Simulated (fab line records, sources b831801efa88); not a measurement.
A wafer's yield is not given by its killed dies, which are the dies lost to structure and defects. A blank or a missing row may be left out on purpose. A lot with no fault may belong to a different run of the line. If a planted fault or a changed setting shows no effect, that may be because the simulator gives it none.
fab line records | flow sky130
record: lots: 5 wafers: 14 last-day: 50
route steps=708 shown FIELD_ISO@6 PAD_OPEN@708
lots with no fault: from the same line, run without faults
start-h: the number of hours between the record's first day and the start of the first shown wafer of the lot | wait-h: hours elapsed since this lot's preceding step | " the same as in the row above | L1.1+2: a row that stands for several wafers | - no value, or no start was given | * or withheld: withheld | < > ~ a bound
route shown NAME@n: names a module that has steps shown in the file, with the first one's number in the route | usual: mean/standard deviation of fault-free wafers | same: alike in all rows | chamber/n: place in a boat | sites: readings site by site | _std_site: standard deviation of those values | _edge_site: the outer-site mean with the inner-site mean subtracted | radius-mm: how far each site lies from the wafer's centre | mask NAME#n: copy n | behind: tool/chamber where the wafer was last shaped | hold: what put the lot on hold/how long, in hours/how the hold closed | device: which transistor (n, p or np) failed to switch | end of line: tests of these same wafers at the route's end | step lacking rows: just its recipe | killed: dies that structure and defects cost at the first sort, which is not the same as the wafer's yield | map: a wafer's dies, x killed, . not, _ none there
set.NAME: the run value of the setting; set.NAME@STEP: its run value at that earlier step | model.NAME: the simulator's own value behind a step, which no gauge read
certain route steps with their lots: each step a table, each wafer a row
services: the hour from which a tool's chamber was out of use, counted from the record's first day as start-h (under 0 if before that day), plus the number of hours and why
== steps ==
step: SKY_FIELD_ISO_DEHYDRATE_05
recipe: temp-c: 200 time-s: 60
step: SKY_FIELD_ISO_HMDS_06
recipe: prime-time-s: 60 prime-temp-c: 120
step: SKY_FIELD_ISO_COAT_07
recipe: resist: BARC temp-c: withheld time-s: withheld spin-rpm: 3000 resist-thk-nm: 60
step: SKY_FIELD_ISO_COAT_08
recipe: resist: KrF-thick spin-rpm: 3000 resist-thk-nm: 450
step: SKY_FIELD_ISO_SOFTBAKE_09
recipe: temp-c: 100 time-s: 90 resist: KrF-thick
step: SKY_FIELD_ISO_EXPOSE_10
recipe: mask-id: FOM na: 0.68 source-shape: annular sigma-inner: 0.4 sigma-outer: 0.8 target-cd-nm: 150 dose-mj: 28
step: SKY_FIELD_ISO_PEB_11
recipe: peb-temp-c: withheld peb-time-s: withheld resist: KrF-thick
step: SKY_FIELD_ISO_DEVELOP_12
recipe: develop-time-s: 60 resist: KrF-thick dev-temp-c: 21
step: SKY_FIELD_ISO_CD_MEAS_13
recipe: target-cd-nm: 150
usual: cd-nm: 150.1/1.5
columns lot.wafer tool chamber start-h wait-h cd-nm
L574.1 cd-sem-02 - 44.92 - 149.8
L574.2 " - " " 150.7
L574.3 " - " " 148.6
L581.3 cd-sem-02 - 83.15 - 151.9
L581.4 " - " " 151.4
L588.1 cd-sem-01 - 116.52 - 147.8
L588.2 " - " " 147.2
L588.5 " - " " 146.1
L590.1 cd-sem-01 - 126.70 - 151.1
L590.3 " - " " 151.1
L590.5 " - " " 150.0
L594.2 cd-sem-02 - 150.23 - 149.8
L594.4 " - " " 148.5
L594.6 " - " " 148.3
step: SKY_FIELD_ISO_ETCH_14
recipe: chemistry: N2/H2 target: BARC ion-energy-ev: 200 source-w: 500 bias-w: 100 pressure-mtorr: 30 n2-flow-sccm: 100 h2-flow-sccm: 200 stop-on: SiO2 time-s: 45.9 target-depth-a: 600
usual: bias-w: 100.0/0.31 drypump-motor-current-A: 5.6/0.45 n2-flow-sccm: 100.03/0.29 oes-product-au: 0.855/0.0047 run-length-s: 74.3/0.51 throttle-valve-pct: 13.224/0.0086
same: time-s: 45.9
columns lot.wafer tool chamber start-h wait-h bias-w drypump-motor-current-A n2-flow-sccm oes-product-au rf-hours-counter-h run-length-s throttle-valve-pct
L574.1 rie-diel-02 3 45.04 0.1 100.1 5.9 100.16 0.855 5 74.8 13.225
L574.2 " 0 " " 99.7 5.2 99.80 0.855 72 74.4 13.247
L574.3 " 2 " " 100.7 5.7 99.98 0.849 95 73.7 13.231
L581.3 rie-diel-04 1 83.23 0.1 100.3 4.8 99.94 0.855 47 74.8 13.221
L581.4 " 0 " " 99.9 6.3 99.96 0.856 - 74.2 13.221
L588.1 rie-diel-01 2 116.64 0.1 100.2 6.2 99.70 0.854 15 73.6 13.240
L588.2 " 0 " " 99.9 5.2 100.10 0.850 96 74.0 13.214
L588.5 " 2 " " 100.0 6.2 99.59 0.851 - 73.6 13.225
L590.1 rie-diel-04 3 126.82 0.1 100.3 5.3 100.14 0.859 2 73.9 13.227
L590.3 " 2 " " 100.1 5.5 99.59 0.855 121 73.6 13.231
L590.5 " 0 " " 99.9 6.3 99.76 0.855 - 74.5 13.224
L594.2 rie-diel-04 2 150.33 0.1 100.1 5.5 99.81 0.850 122 73.7 13.213
L594.4 " 0 " " 100.1 6.3 100.05 0.855 123 74.3 13.226
L594.6 " 2 " " 100.3 5.5 99.94 0.852 - 73.8 13.230
step: SKY_FIELD_ISO_ETCH_15
recipe: chemistry: CHF3/O2 target-depth-nm: 180 stop-on: Si source-w: 600 bias-w: 200 pressure-mtorr: 40 chf3-flow-sccm: 50 O2_flow_sccm: 5 time-s: 72
usual: bias-w: 200.0/0.64 drypump-motor-current-A: 5.6/0.45 oes-product-au: 0.944/0.0063 run-length-s: 100.4/0.54 throttle-valve-pct: 8.844/0.0098
same: time-s: 72
columns lot.wafer tool chamber start-h wait-h bias-w drypump-motor-current-A oes-product-au rf-hours-counter-h run-length-s throttle-valve-pct
L574.1 rie-diel-02 3 45.09 0.0 199.5 5.9 0.952 5 101.0 8.844
L574.2 " 0 " " 199.5 5.2 0.951 72 100.8 8.851
L574.3 " 2 " " 199.3 5.7 0.947 95 99.8 8.840
L581.3 rie-diel-04 1 83.27 0.0 199.8 4.7 0.943 47 101.3 8.841
L581.4 " 0 " " 199.8 6.3 0.940 - 100.4 8.848
L588.1 rie-diel-01 2 116.69 0.0 199.9 6.2 0.936 15 99.8 8.846
L588.2 " 0 " " 200.2 5.2 0.940 96 99.6 8.852
L588.5 " 2 " " 199.4 6.2 0.940 - 99.5 8.844
L590.1 rie-diel-04 3 126.86 0.0 200.1 5.3 0.940 2 100.2 8.842
L590.3 " 2 " " 200.1 5.5 0.950 121 99.7 8.852
L590.5 " 0 " " 200.3 6.2 0.948 - 100.5 8.835
L594.2 rie-diel-04 2 150.37 0.0 200.0 5.5 0.942 122 99.8 8.854
L594.4 " 0 " " 199.8 6.3 0.932 123 100.5 8.842
L594.6 " 2 " " 200.5 5.5 0.943 - 100.2 8.842
step: SKY_FIELD_ISO_STRIP_16
recipe: chemistry: O2/N2 power-w: 1400 pressure-mtorr: 1500 platen-temp-c: withheld o2-flow-sccm: 3000 n2-flow-sccm: 300 overash-fraction: 0.5
usual: drypump-motor-current-A: 5.5/0.47 n2-flow-sccm: 300.0/1 oes-product-au: 0.379/0.0047 strip-time-to-endpoint-s: 3.57/0.033
columns lot.wafer tool chamber start-h wait-h drypump-motor-current-A n2-flow-sccm oes-product-au rf-hours-counter-h strip-time-to-endpoint-s
L574.1 plasma-asher-02 1 45.14 0.0 5.6 301.9 0.378 24 3.58
L574.2 " 0 " " 4.9 299.5 0.375 24 3.61
L574.3 " 0 " " 4.9 300.7 0.381 - 3.56
L581.3 plasma-asher-01 1 83.36 0.1 5.5 299.2 0.383 - 3.59
L581.4 " 0 " " 5.2 298.3 0.387 - 3.59
L588.1 plasma-asher-01 1 116.74 0.0 5.5 301.2 0.379 43 3.54
L588.2 " 0 " " 5.2 297.6 0.374 43 3.54
L588.5 " 1 " " 5.4 299.9 0.383 - 3.54
L590.1 plasma-asher-01 1 126.92 0.0 5.5 300.6 0.378 43 3.65
L590.3 " 1 " " 5.4 301.0 0.377 - 3.62
L590.5 " 0 " " 5.2 299.0 0.377 - 3.58
L594.2 plasma-asher-01 0 150.43 0.0 5.2 299.1 0.386 45 3.57
L594.4 " 0 " " 5.2 298.9 0.377 - 3.55
L594.6 " 0 " " 5.2 298.3 0.384 - 3.59
step: SKY_FIELD_ISO_ETCH_17
recipe: target-depth-a: 3420 mask-material: Si3N4 chemistry: HBr/Cl2/O2 target: Si taper-deg: 5 icp-w: 600 bias-w: 150 pressure-mtorr: 15 HBr_flow_sccm: 150 Cl2_flow_sccm: 40 O2_flow_sccm: 6 time-s: 97.7
usual: bias-w: 150.0/0.47 drypump-motor-current-A: 5.6/0.69 oes-product-au: 1.004/0.011 run-length-s: 125.9/0.39 throttle-valve-pct: 25.653/0.011
columns lot.wafer tool chamber start-h wait-h bias-w drypump-motor-current-A oes-product-au rf-hours-counter-h run-length-s throttle-valve-pct model.FIELD_ISO.feature-depth-nm model.etch.depth-nm model.Si3N4_of_FIELD_ISO_CVD_03.thk-nm
L574.1 rie-si-01 1 45.24 0.1 149.5 6.8 0.994 2 125.7 25.659 338.7 338.7 151.8
L574.2 " 0 " " 149.5 5.4 0.996 44 126.0 25.663 338.7 338.7 151.3
L574.3 " 3 " " 149.8 5.3 0.977 82 125.8 25.686 327.8 327.8 152.1
L581.3 rie-si-02 3 83.43 0.0 - 6.4 1.000 34 92.8 25.651 226.2 226.2 151.8
L581.4 " 2 " " 150.4 5.1 1.018 11 125.4 25.627 351.4 351.4 148.1
L588.1 rie-si-01 1 116.84 0.1 149.5 6.8 1.006 2 126.0 25.660 339.4 339.4 149.5
L588.2 " 3 " " 149.5 5.3 0.975 83 126.1 25.652 330.4 330.4 148.7
L588.5 " 1 " " 149.6 6.7 1.001 - 125.7 25.634 342.7 342.7 148.4
L590.1 rie-si-01 3 127.02 0.1 151.4 5.3 0.977 83 126.3 25.673 330 330 150.8
L590.3 " 0 " " 150.6 5.4 0.994 44 126.0 25.656 340.5 340.5 149.3
L590.5 " 1 " " 149.8 6.7 1.009 - 125.9 25.663 344 344 149.9
L594.2 rie-si-02 3 150.53 0.1 150.3 6.4 1.003 35 126.8 25.644 343.9 343.9 148.8
L594.4 " 2 " " 150.1 5.1 1.016 11 126.0 25.665 350.6 350.6 147.7
L594.6 " 0 " " 151.1 4.7 1.010 - 125.4 25.652 347.9 347.9 148.4
step: SKY_FIELD_ISO_WET_ETCH_18
recipe: chemistry: H3PO4 target-depth-nm: 25 temp-c: 160 target: Si3N4 time-s: 286
step: SKY_FIELD_ISO_CLEAN_19
recipe: chemistry: SC1/SC2 mix: 1:4:20 temp-c: 70 time-s: 150
step: SKY_FIELD_ISO_CLEAN_20
recipe: chemistry: dHF time-s: 20 dilution: 100:1
step: SKY_FIELD_ISO_WET_ETCH_21
recipe: chemistry: dHF dilution: 100:1 target-depth-nm: 20 dry: ipa-marangoni target: SiO2 temp-c: 25 time-s: 400
step: SKY_FIELD_ISO_OXIDATION_22
recipe: temp-c: 950 ambient: O2 stabilise-s: 600 purge-s: 300 target-thk-a: 100 ox-time-s: 623
step: SKY_FIELD_ISO_THK_MEAS_23
recipe: reads: SiO2_of_FIELD_ISO_OXIDATION_22
usual: FIELD_ISO_OXIDATION_01_THK: 10.00/0.2
columns lot.wafer tool chamber start-h wait-h FIELD_ISO_OXIDATION_01_THK[nm]
L574.1 film-metro-04 - 46.76 0.0 9.81
L574.2 " - " " 9.91
L574.3 " - " " 9.73
L581.3 film-metro-01 - 85.34 0.0 9.95
L581.4 " - " " 10.01
L588.1 film-metro-04 - 119.96 0.0 10.43
L588.2 " - " " 10.33
L588.5 " - " " 10.32
L590.1 film-metro-01 - 128.97 0.0 9.99
L590.3 " - " " 9.84
L590.5 " - " " 9.95
L594.2 film-metro-02 - 152.05 0.0 9.74
L594.4 " - " " 10.02
L594.6 " - " " 9.91
step: SKY_FIELD_ISO_CVD_24
recipe: material: SiO2 target-thk-nm: 595 temp-c: 650 sigma-open-frac: 0.3 time-s: 99.2 sih4-flow-sccm: 60 pressure-mtorr: 6
step: SKY_FIELD_ISO_THK_MEAS_25
recipe: reads: SiO2_of_FIELD_ISO_CVD_24
usual: FIELD_ISO_CVD_24_THK: 594/5.5
columns lot.wafer tool chamber start-h wait-h FIELD_ISO_CVD_24_THK[nm]
L574.1 film-metro-04 - 46.89 0.0 589
L574.2 " - " " 589
L574.3 " - " " 591
L581.3 film-metro-02 - 85.47 0.1 598
L581.4 " - " " 599
L588.1 film-metro-01 - 120.09 0.0 590
L588.2 " - " " 589
L588.5 " - " " 593
L590.1 film-metro-01 - 129.14 0.1 599
L590.3 " - " " 591
L590.5 " - " " 594
L594.2 film-metro-04 - 152.18 0.0 585
L594.4 " - " " 593
L594.6 " - " " 580
step: SKY_FIELD_ISO_ANNEAL_26
recipe: temp-c: 1000 time-s: 1800 ambient: N2
step: SKY_FIELD_ISO_CMP_27
recipe: stop-on: Si3N4 t-overpolish-s: 16 down-force-psi: 4 platen-rpm: 60 target-thk-nm: 457.8 pad-velocity-m-s: 0.94248
usual: edge-zone-pressure-frac: 1.000/0.0048 motor-current-A: 12.1/1.4 overpolish-run-s: 15.999/0.0096 time-to-endpoint-s: 110/3.9
columns lot.wafer tool chamber start-h wait-h edge-zone-pressure-frac motor-current-A overpolish-run-s time-to-endpoint-s
L574.3 cmp-01 2 48.45 0.0 1.002 10.9 16.011 108
L574.2 " 0 " " 1.002 11.1 15.985 110
L574.1 " 1 " " 1.002 13.6 15.995 106
L581.4 cmp-01 0 87.01 0.0 0.997 10.9 15.998 113
L581.3 " 2 " " 0.998 11.2 16.001 116
L588.1 cmp-01 0 123.01 0.0 1.006 10.4 15.992 114
L588.2 " 1 " " 1.005 14.2 16.005 110
L588.5 " 0 " " 1.006 11.1 16.002 117
L590.1 cmp-02 0 131.80 0.0 0.996 10.7 16.010 115
L590.3 " 1 " " 0.995 11.1 15.994 110
L590.5 " 1 " " 1.001 11.6 16.009 112
L594.4 cmp-01 0 153.73 0.0 0.998 10.6 15.994 113
L594.2 " 3 " " 1.004 10.8 15.997 113
L594.6 " 0 " " 1.008 11.2 15.999 111
step: SKY_FIELD_ISO_WET_ETCH_28
recipe: chemistry: dHF target-depth-nm: 23.7 target: SiO2 dilution: 10:1 temp-c: 25 time-s: 47
usual: run-length-s: 74.4/2.6 temp-c: 25.00/0.095
same: time-s: 47
columns lot.wafer tool chamber start-h wait-h run-length-s temp-c model.Si3N4_of_FIELD_ISO_CVD_03.thk-nm
L574.1 wet-bench-01 0 48.77 0.1 72.3 24.92 121.1
L574.2 " 0 " " 72.3 24.90 120.4
L574.3 " 0 " " 72.3 25.02 121.2
L581.3 wet-bench-03 3 87.31 0.1 73.5 24.89 120.5
L581.4 " 3 " " 73.5 24.90 116.7
L588.1 wet-bench-03 0 123.31 0.2 72.5 24.81 118.5
L588.2 " 0 " " 72.5 25.00 117.6
L588.5 " 0 " " 72.5 24.88 117.4
L590.1 wet-bench-01 3 132.10 0.2 78.9 25.15 120.1
L590.3 " 3 " " 78.9 24.86 118.7
L590.5 " 3 " " 78.9 25.02 119.3
L594.2 wet-bench-04 3 154.03 0.1 73.6 24.92 117.3
L594.4 " 3 " " 73.6 25.01 116.2
L594.6 " 3 " " 73.6 24.76 116.9
step: SKY_FIELD_ISO_WET_ETCH_29
recipe: chemistry: H3PO4 target-depth-nm: 160 target: Si3N4 temp-c: 160 time-s: 1825
step: SKY_PAD_OPEN_PROBE_99
usual: killed_at_M0_to_M3: 42/7.1 killed_at_M4_up: 3.3/1.9 killed-at-contacts: 24/5 killed-at-front-end: 15/4.7 killed-at-other: 0.3/0.61 killed-dies: 86/9.6 killed-open: 47/7.5 killed-short: 38/6.6
same: gross-dies: 492 killed-at-back-side: 0
columns lot.wafer tool chamber start-h wait-h killed_at_M0_to_M3 killed_at_M4_up killed-at-contacts killed-at-front-end killed-at-other killed-dies killed-open killed-short model.etest.res_p_drift_20v.line-ohm-um model.etest.res_p_drift_20v.rs-ohm-sq model.etest.pfet_16v.r-on-ohm-um model.etest.res-iso-pwell.rs-ohm-sq model.etest.nfet_16v.r-on-ohm-um model.etest.res-iso-pwell.line-ohm-um model.etest.res-nwell.line-ohm-um model.etest.res-nwell.rs-ohm-sq
L574.1 prober-01 - 1088.83 0.1 45 4 21 18 0 88 49 38 1.237e+04 1.04e+04 1.496e+04 3088 1.406e+04 1157 1118 936.5
L574.2 prober-01 - 1088.88 0.1 38 1 32 22 0 93 50 43 1.213e+04 1.027e+04 1.5e+04 3064 1.405e+04 1142 1112 929.9
L574.3 prober-01 - 1088.93 0.2 41 3 22 18 1 85 56 28 1.14e+04 9669 1.469e+04 2833 1.41e+04 1068 1086 898.2
L581.3 prober-02 - 1141.13 0.2 44 3 30 14 0 91 53 38 7841 6530 1.266e+04 1818 1.348e+04 681.6 877.7 717.7
L581.4 prober-02 - 1141.18 0.2 35 4 36 10 0 85 46 39 1.14e+04 9651 1.526e+04 2882 1.411e+04 1080 1159 967.8
L588.1 prober-01 - 1177.27 0.1 33 3 21 13 0 70 48 22 1.081e+04 9182 1.526e+04 3097 1.401e+04 1157 1168 978.2
L588.2 prober-01 - 1177.32 0.1 41 3 20 13 2 79 44 33 1.023e+04 8620 1.478e+04 2828 1.393e+04 1050 1121 932.1
L588.5 prober-01 - 1177.47 0.2 40 2 22 13 0 77 40 37 1.11e+04 9339 1.548e+04 3160 1.412e+04 1189 1191 991
L590.1 prober-01 - 1181.24 0.1 42 2 29 14 1 88 50 35 1.045e+04 8708 1.461e+04 2902 1.411e+04 1101 1078 908.3
L590.3 prober-01 - 1181.34 0.2 46 3 16 17 1 83 39 40 1.086e+04 9112 1.503e+04 3107 1.414e+04 1187 1124 941.5
L590.5 prober-01 - 1181.44 0.2 31 2 25 14 1 73 38 33 1.125e+04 9250 1.531e+04 3196 1.427e+04 1226 1153 952.5
L594.2 prober-01 - 1200.80 0.1 47 2 17 23 1 90 53 36 1.124e+04 9490 1.543e+04 3504 1.417e+04 1354 1125 941.9
L594.4 prober-01 - 1200.90 0.2 51 3 20 13 0 87 43 44 1.176e+04 9938 1.579e+04 3749 1.42e+04 1417 1123 963.1
L594.6 prober-01 - 1201.00 0.2 44 0 27 18 0 89 57 32 1.158e+04 9754 1.564e+04 3652 1.404e+04 1398 1128 950.5
killed by level:class
L574.1 CONTACT:geometric-particle:open=11 VIA3:geometric-particle:open=9 VIA1:geometric-particle:open=8 METAL2:geometric-particle:short=7 FIELD_ISO:geometric-particle:open=5 POLY_GATE:geometric-particle:open=4 CONTACT:geometric-particle:short=4 VIA2:geometric-particle:short=4
L574.2 CONTACT:geometric-particle:open=10 LI_CONTACT:geometric-particle:open=8 VIA1:geometric-particle:open=8 POLY_GATE:geometric-particle:short=7 VIA3:geometric-particle:open=7 FIELD_ISO:geometric-particle:open=6 LOCAL_INTERCONNECT:geometric-particle:short=6 VIA1:geometric-particle:short=5
L574.3 CONTACT:geometric-particle:open=12 VIA3:geometric-particle:open=11 VIA1:geometric-particle:open=8 VIA2:geometric-particle:open=6 METAL2:geometric-particle:short=6 POLY_GATE:geometric-particle:open=5 LI_CONTACT:geometric-particle:open=4 POLY_GATE:geometric-particle:short=3
L581.3 CONTACT:geometric-particle:open=12 VIA1:geometric-particle:open=12 LI_CONTACT:geometric-particle:open=8 METAL1:geometric-particle:short=8 FIELD_ISO:geometric-particle:open=7 VIA2:geometric-particle:open=6 CONTACT:geometric-particle:short=5 VIA1:geometric-particle:short=5
L581.4 CONTACT:geometric-particle:open=14 LI_CONTACT:geometric-particle:open=8 CONTACT:geometric-particle:short=7 VIA1:geometric-particle:open=7 METAL2:geometric-particle:short=6 VIA2:geometric-particle:open=6 LI_CONTACT:geometric-particle:short=5 METAL1:geometric-particle:short=4
L588.1 CONTACT:geometric-particle:open=8 LI_CONTACT:geometric-particle:open=7 VIA1:geometric-particle:open=7 VIA3:geometric-particle:open=7 METAL3:geometric-particle:short=5 SPACER:geometric-particle:open=4 VIA2:geometric-particle:open=4 METAL1:geometric-particle:short=3
L588.2 VIA1:geometric-particle:open=9 VIA2:geometric-particle:open=9 FIELD_ISO:geometric-particle:open=6 LI_CONTACT:geometric-particle:open=6 CONTACT:geometric-particle:open=5 VIA1:geometric-particle:short=5 METAL2:geometric-particle:short=5 VIA3:geometric-particle:open=4
L588.5 LI_CONTACT:geometric-particle:open=8 VIA2:geometric-particle:open=6 VIA1:geometric-particle:open=6 VIA1:geometric-particle:short=6 CONTACT:geometric-particle:short=5 CONTACT:geometric-particle:open=5 POLY_GATE:geometric-particle:open=4 METAL1:geometric-particle:short=4
L590.1 CONTACT:geometric-particle:open=16 VIA1:geometric-particle:open=12 VIA2:geometric-particle:open=8 VIA1:geometric-particle:short=7 METAL1:geometric-particle:short=6 FIELD_ISO:geometric-particle:short=5 LI_CONTACT:geometric-particle:open=4 VIA3:geometric-particle:open=4
L590.3 METAL1:geometric-particle:short=11 VIA1:geometric-particle:open=11 LI_CONTACT:geometric-particle:open=7 VIA2:geometric-particle:open=6 VIA1:geometric-particle:short=5 FIELD_ISO:geometric-particle:short=4 METAL3:geometric-particle:short=4 FIELD_ISO:geometric-particle:open=3
L590.5 CONTACT:geometric-particle:open=10 LI_CONTACT:geometric-particle:open=8 VIA1:geometric-particle:short=6 VIA2:geometric-particle:open=6 FIELD_ISO:geometric-particle:short=5 VIA1:geometric-particle:open=5 CONTACT:geometric-particle:short=4 METAL1:geometric-particle:short=4
L594.2 VIA1:geometric-particle:open=18 CONTACT:geometric-particle:open=9 VIA3:geometric-particle:open=8 POLY_GATE:geometric-particle:short=7 FIELD_ISO:geometric-particle:short=6 FIELD_ISO:geometric-particle:open=5 POLY_GATE:geometric-particle:open=4 CONTACT:geometric-particle:short=4
L594.4 METAL1:geometric-particle:short=10 CONTACT:geometric-particle:open=8 VIA1:geometric-particle:open=8 METAL2:geometric-particle:short=6 VIA3:geometric-particle:open=6 POLY_GATE:geometric-particle:open=5 LI_CONTACT:geometric-particle:open=5 VIA1:geometric-particle:short=5
L594.6 VIA1:geometric-particle:open=12 CONTACT:geometric-particle:open=11 VIA3:geometric-particle:open=8 LI_CONTACT:geometric-particle:open=7 POLY_GATE:geometric-particle:open=6 VIA2:geometric-particle:open=5 CONTACT:geometric-particle:short=5 METAL2:geometric-particle:short=5
== services ==
columns tool chamber start-h hours kind
rie-diel-04 0 24.74 6.6 repair
cmp-01 - 26.17 12.0 repair
rie-diel-02 - 35.41 0.9 repair
cmp-02 - 44.75 1.0 repair
rie-diel-01 3 45.96 61.3 repair
cmp-01 - 64.00 4.0 pm
cmp-01 - 68.00 - consumable-replace:conditioner
cmp-01 - 68.00 - consumable-replace:pad
plasma-asher-01 - 76.29 4.3 pm
cmp-01 - 77.64 6.3 repair
rie-diel-01 0 78.79 21.6 repair
rie-diel-04 3 79.64 9.3 repair
cmp-01 - 86.08 0.3 repair
rie-diel-04 2 86.14 2.6 repair
rie-si-01 2 92.60 3.9 repair
rie-diel-01 1 94.53 3.9 repair
rie-si-01 1 101.27 8.5 repair
wet-bench-04 - 108.19 1.9 pm
plasma-asher-01 - 135.99 4.5 repair
== key ==
first-sign: step: SKY_FIELD_ISO_ETCH_17 reading: run-length-s direction: down sigmas: 84 usual: * struck: *
effect none on later readings
model-effect: step: SKY_FIELD_ISO_ETCH_17 value: FIELD_ISO.feature-depth-nm without: 346 struck: 226.2
model-effect: step: SKY_FIELD_ISO_WET_ETCH_28 value: Si3N4_of_FIELD_ISO_CVD_03.thk-nm without: 115.2 struck: 120.5
model-effect: step: SKY_PAD_OPEN_PROBE_99 value: etest.res_p_drift_20v.line-ohm-um without: 1.12e+04 struck: 7841
met-at SKY_FIELD_ISO_ETCH_17
struck-wafers L581.3
tester-left-out L581
fault: kind: process-parameter-drift tool: rie-si-02 chamber: - onset-h: 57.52 steps: SKY_FIELD_ISO_ETCH_17 channel: time-s offset: * shape: step end-h: 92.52 scope: struck-wafers-only acts-in: * stated: *
tester-left-out: of these lots the tester's yield and bins aren't shown, on N5 and GAA mostly nor the transistor test; their killed dies are dies lost to structure and defects alone, not to doping, threshold or leakage, so they don't give the yield
